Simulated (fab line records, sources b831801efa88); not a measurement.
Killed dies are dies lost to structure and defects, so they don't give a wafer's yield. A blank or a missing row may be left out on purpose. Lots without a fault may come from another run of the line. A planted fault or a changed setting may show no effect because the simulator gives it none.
Which tool did it? | flow sky130 | 12 lots, 36 wafers sampled, at 5 steps of a route of 708

WHAT THE GAUGES READ, wafer by wafer
The record holds no reading of a measuring or inspecting step that can be judged against a usual standard deviation.

WHICH TOOL RAN EACH LOT (tool, then ch and the chambers of the sampled wafers, then the start)
lot  | SKY_VIA2_CMP_02               | SKY_VIA2_STRIP_16                    | SKY_VIA2_SPUTTER_20          | SKY_METAL3_SPUTTER_02        | SKY_PAD_OPEN_PROBE_99
L242 | cmp-01 ch 0,2,3, day 35 07:04 | plasma_asher-01 ch 0,1, day 36 10:01 | pvd_sputter-03, day 36 10:37 | pvd_sputter-01, day 36 11:20 | prober-02, day 45 19:33
L243 | cmp-02 ch 0,1,2, day 35 11:55 | plasma_asher-01 ch 0,1, day 36 14:56 | pvd_sputter-04, day 36 15:32 | pvd_sputter-02, day 36 16:16 | prober-01, day 45 23:44
L249 | cmp-01 ch 0,1,3, day 37 23:38 | plasma_asher-03 ch 0,1, day 39 01:31 | pvd_sputter-04, day 39 02:07 | pvd_sputter-03, day 39 02:50 | prober-02, day 47 22:31
L248 | cmp-02 ch 0,1,3, day 38 01:27 | plasma_asher-03 ch 0,1, day 39 03:47 | pvd_sputter-03, day 39 04:21 | pvd_sputter-03, day 39 05:12 | prober-01, day 48 00:29
L252 | cmp-01 ch 1,3, day 38 20:38   | plasma_asher-03 ch 0,1, day 39 22:07 | pvd_sputter-02, day 39 22:44 | pvd_sputter-01, day 39 23:28 | prober-01, day 48 16:34
L253 | cmp-01 ch 0,2, day 39 03:08   | plasma_asher-01 ch 0,1, day 40 04:14 | pvd_sputter-02, day 40 04:47 | pvd_sputter-03, day 40 05:31 | prober-01, day 48 19:34
L254 | cmp-01 ch 2,3, day 39 07:54   | plasma_asher-01 ch 0,1, day 40 09:15 | pvd_sputter-02, day 40 09:52 | pvd_sputter-03, day 40 10:35 | prober-02, day 49 02:01
L255 | cmp-02 ch 0,2,3, day 40 03:43 | plasma_asher-01 ch 0,1, day 41 04:36 | pvd_sputter-03, day 41 05:12 | pvd_sputter-01, day 41 05:55 | prober-01, day 49 13:49
L257 | cmp-01 ch 2,3, day 40 10:03   | plasma_asher-02 ch 0,1, day 41 10:42 | pvd_sputter-03, day 41 11:23 | pvd_sputter-02, day 41 12:06 | prober-02, day 49 20:01
L261 | cmp-02 ch 1,3, day 41 07:10   | plasma_asher-03 ch 0,1, day 42 06:34 | pvd_sputter-03, day 42 07:10 | pvd_sputter-02, day 42 07:53 | prober-02, day 50 07:37
L264 | cmp-02 ch 0,1, day 42 01:19   | plasma_asher-01 ch 0,1, day 43 00:55 | pvd_sputter-02, day 43 01:31 | pvd_sputter-02, day 43 02:14 | prober-01, day 50 23:43
L265 | cmp-01 ch 2,3, day 42 02:51   | plasma_asher-02 ch 0,1, day 43 02:15 | pvd_sputter-04, day 43 02:51 | pvd_sputter-01, day 43 03:34 | prober-02, day 50 23:53
- SKY_VIA2_CMP_02: polishes SiO2.
- SKY_VIA2_STRIP_16: strips in O2/N2.
- SKY_VIA2_SPUTTER_20: material TiN, target thk 20 nm, time 80 s.
- SKY_METAL3_SPUTTER_02: material AlCu, target thk 735 nm, time 39.1 s.
- SKY_PAD_OPEN_PROBE_99

WHAT THE TOOLS THEMSELVES READ (means of the sampled wafers that have a number; where no wafer has one, the mark that the record gives instead)
SKY_VIA2_CMP_02. Usual: motor_current_A 11.3 A, standard deviation 1.
lot  | tool   | motor_current_A (A) | flag
L242 | cmp-01 | 11.3                |
L243 | cmp-02 | 12.1                |
L249 | cmp-01 | 11.1                |
L248 | cmp-02 | 11.5                |
L252 | cmp-01 | 10.4                |
L253 | cmp-01 | 12.2                |
L254 | cmp-01 | 11.0                |
L255 | cmp-02 | 11.6                |
L257 | cmp-01 | 10.8                |
L261 | cmp-02 | 11.6                |
L264 | cmp-02 | 11.9                |
L265 | cmp-01 | 10.8                |

SKY_VIA2_STRIP_16. Usual: chamber_pressure_mTorr 1500.1 mTorr, standard deviation 1.5; drypump_motor_current_A 5.78 A, standard deviation 0.17; oes_product_au 0.398 a.u., standard deviation 0.0046; strip_time_to_endpoint_s 4.050 s, standard deviation 0.021.
lot  | tool            | chamber_pressure_mTorr (mTorr) | drypump_motor_current_A (A) | oes_product_au (a.u.) | strip_time_to_endpoint_s (s) | flag
L242 | plasma_asher-01 | 1500.3                         | 5.80                        | 0.400                 | 4.052                        |
L243 | plasma_asher-01 | 1499.8                         | 5.79                        | 0.399                 | 4.052                        |
L249 | plasma_asher-03 | 1500.0                         | 5.73                        | 0.398                 | 4.065                        |
L248 | plasma_asher-03 | 1500.1                         | 5.89                        | 0.398                 | 4.012                        |
L252 | plasma_asher-03 | 1499.9                         | 5.74                        | 0.402                 | 4.071                        |
L253 | plasma_asher-01 | 1500.1                         | 5.79                        | 0.400                 | 4.045                        |
L254 | plasma_asher-01 | 1499.2                         | 5.79                        | 0.396                 | 4.046                        |
L255 | plasma_asher-01 | 1500.1                         | 5.79                        | 0.401                 | 4.066                        |
L257 | plasma_asher-02 | 1500.0                         | 5.76                        | 0.396                 | 4.044                        |
L261 | plasma_asher-03 | 1501.0                         | 5.74                        | 0.398                 | 4.060                        |
L264 | plasma_asher-01 | 1498.9                         | 5.80                        | 0.400                 | 4.059                        |
L265 | plasma_asher-02 | 1499.5                         | 5.78                        | 0.399                 | 4.037                        |

SKY_VIA2_SPUTTER_20. Usual: cathode_dc_power_W 4000.0 W, standard deviation 0.71; throttle_valve_pct 30.4 %, standard deviation 0.83.
lot  | tool           | cathode_dc_power_W (W) | throttle_valve_pct (%) | flag
L242 | pvd_sputter-03 | 4000.5                 | 31.2                   |
L243 | pvd_sputter-04 | 4000.3                 | 30.2                   |
L249 | pvd_sputter-04 | 3999.9                 | 30.1                   |
L248 | pvd_sputter-03 | 4000.5                 | 31.1                   |
L252 | pvd_sputter-02 | 3626.7                 | 29.9                   | OFF
L253 | pvd_sputter-02 | 3626.3                 | 29.9                   | OFF
L254 | pvd_sputter-02 | 3626.3                 | 29.5                   | OFF
L255 | pvd_sputter-03 | 4000.5                 | 30.7                   |
L257 | pvd_sputter-03 | 4000.1                 | 30.9                   |
L261 | pvd_sputter-03 | 4000.3                 | 31.1                   |
L264 | pvd_sputter-02 | 3999.7                 | 30.2                   |
L265 | pvd_sputter-04 | 4000.6                 | 30.2                   |

SKY_METAL3_SPUTTER_02. Usual: cathode_dc_power_W 10600 W, standard deviation 1.8; throttle_valve_pct 30.5 %, standard deviation 0.74.
lot  | tool           | cathode_dc_power_W (W) | throttle_valve_pct (%) | flag
L242 | pvd_sputter-01 | 10600                  | 30.0                   |
L243 | pvd_sputter-02 | 10601                  | 30.1                   |
L249 | pvd_sputter-03 | 10600                  | 30.9                   |
L248 | pvd_sputter-03 | 10600                  | 30.3                   |
L252 | pvd_sputter-01 | 10599                  | 30.3                   |
L253 | pvd_sputter-03 | 10600                  | 31.1                   |
L254 | pvd_sputter-03 | 10601                  | 30.4                   |
L255 | pvd_sputter-01 | 10600                  | 30.0                   |
L257 | pvd_sputter-02 | 10600                  | 29.3                   |
L261 | pvd_sputter-02 | 10600                  | 30.3                   |
L264 | pvd_sputter-02 | 10599                  | 30.2                   |
L265 | pvd_sputter-01 | 10598                  | 30.3                   |

SKY_PAD_OPEN_PROBE_99. Usual: defect_limited_yield 82.6 %, standard deviation 1.9; killed_at_M0_to_M3 43, standard deviation 6.9; killed_at_M4_up 3.0, standard deviation 1.8; killed_at_contacts 24, standard deviation 4.8; killed_at_front_end 15, standard deviation 4.5; killed_at_other 0.4, standard deviation 0.67; killed_dies 86, standard deviation 9.2; killed_open 46, standard deviation 6.9; killed_short 39, standard deviation 6; sort_bin_3_pad_short 0.8 %, standard deviation 0.39; sort_bin_5_function 10.2 %, standard deviation 1.3; sort_bin_6_memory 6.3 %, standard deviation 1.2; sort_n_pass 406, standard deviation 9.2; sort_yield_pct 82.6 %, standard deviation 1.9.
lot  | tool      | defect_limited_yield (%) | killed_at_M0_to_M3 | killed_at_M4_up | killed_at_contacts | killed_at_front_end | killed_at_other | killed_dies | killed_open | killed_short | sort_bin_3_pad_short (%) | sort_bin_5_function (%) | sort_bin_6_memory (%) | sort_n_pass | sort_yield_pct (%) | flag
L242 | prober-02 | 79.2                     | 53                 | 2.3             | 33                 | 13                  | 0.7             | 102         | 58          | 44           | 1.1                      | 11.7                    | 7.9                   | 390         | 79.2               |
L243 | prober-01 | 82.2                     | 45                 | 4.3             | 23                 | 15                  | 0.0             | 88          | 44          | 44           | 1.0                      | 10.7                    | 6.2                   | 404         | 82.2               |
L249 | prober-02 | 85.0                     | 28                 | 2.3             | 29                 | 13                  | 0.3             | 74          | 41          | 33           | 1.1                      | 9.0                     | 5.0                   | 418         | 85.0               |
L248 | prober-01 | 83.9                     | 40                 | 1.3             | 27                 | 11                  | 0.7             | 79          | 42          | 37           | 0.8                      | 9.5                     | 5.8                   | 413         | 83.9               |
L252 | prober-01 | 82.0                     | 49                 | 4.0             | 25                 | 10                  | 0.3             | 88          | 52          | 36           | 0.9                      | 11.0                    | 6.0                   | 404         | 82.0               |
L253 | prober-01 | 85.0                     | 36                 | 2.3             | 21                 | 14                  | 0.0             | 74          | 46          | 27           | 0.5                      | 8.9                     | 5.6                   | 418         | 85.0               |
L254 | prober-02 | 81.2                     | 48                 | 3.3             | 25                 | 16                  | 0.0             | 93          | 51          | 41           | 0.8                      | 10.8                    | 7.2                   | 399         | 81.2               |
L255 | prober-01 | 80.5                     | 44                 | 5.0             | 26                 | 20                  | 1.0             | 96          | 52          | 44           | 0.8                      | 11.5                    | 7.2                   | 396         | 80.5               |
L257 | prober-02 | 82.3                     | 43                 | 2.3             | 25                 | 17                  | 0.0             | 87          | 51          | 35           | 0.7                      | 10.5                    | 6.6                   | 405         | 82.3               |
L261 | prober-02 | 83.1                     | 46                 | 2.3             | 21                 | 14                  | 0.7             | 83          | 45          | 38           | 0.5                      | 9.9                     | 6.5                   | 409         | 83.1               |
L264 | prober-01 | 80.0                     | 53                 | 2.3             | 27                 | 15                  | 1.0             | 98          | 53          | 44           | 0.9                      | 11.8                    | 7.3                   | 394         | 80.0               |
L265 | prober-02 | 83.1                     | 40                 | 2.0             | 24                 | 17                  | 0.7             | 83          | 43          | 39           | 1.1                      | 10.4                    | 5.4                   | 409         | 83.1               |

THE ANSWER, worked out from the rows above alone
Rule: a lot is off if the mean of its wafers that have a number lies more than 3 standard deviations from the usual mean. A lot without any number at a reading at which 4 lots or more have one is off too. The other lots that the step has rows for count as sound. The gauges are gone through in route order, then the tools' own readings, and for those a lot's mean is taken as printed above. The first step at which some lot is off is used, and at that step the reading that is off furthest; a lot without a number counts as furthest.
Off: L252, L253, L254, at SKY_VIA2_SPUTTER_20 (cathode_dc_power_W).
A tool fits if, at that step or a process step before it, it ran every lot that is off, and no sound lot after the first of them. None of those tried fits.

WHAT THE SIMULATOR HAD PUT IN
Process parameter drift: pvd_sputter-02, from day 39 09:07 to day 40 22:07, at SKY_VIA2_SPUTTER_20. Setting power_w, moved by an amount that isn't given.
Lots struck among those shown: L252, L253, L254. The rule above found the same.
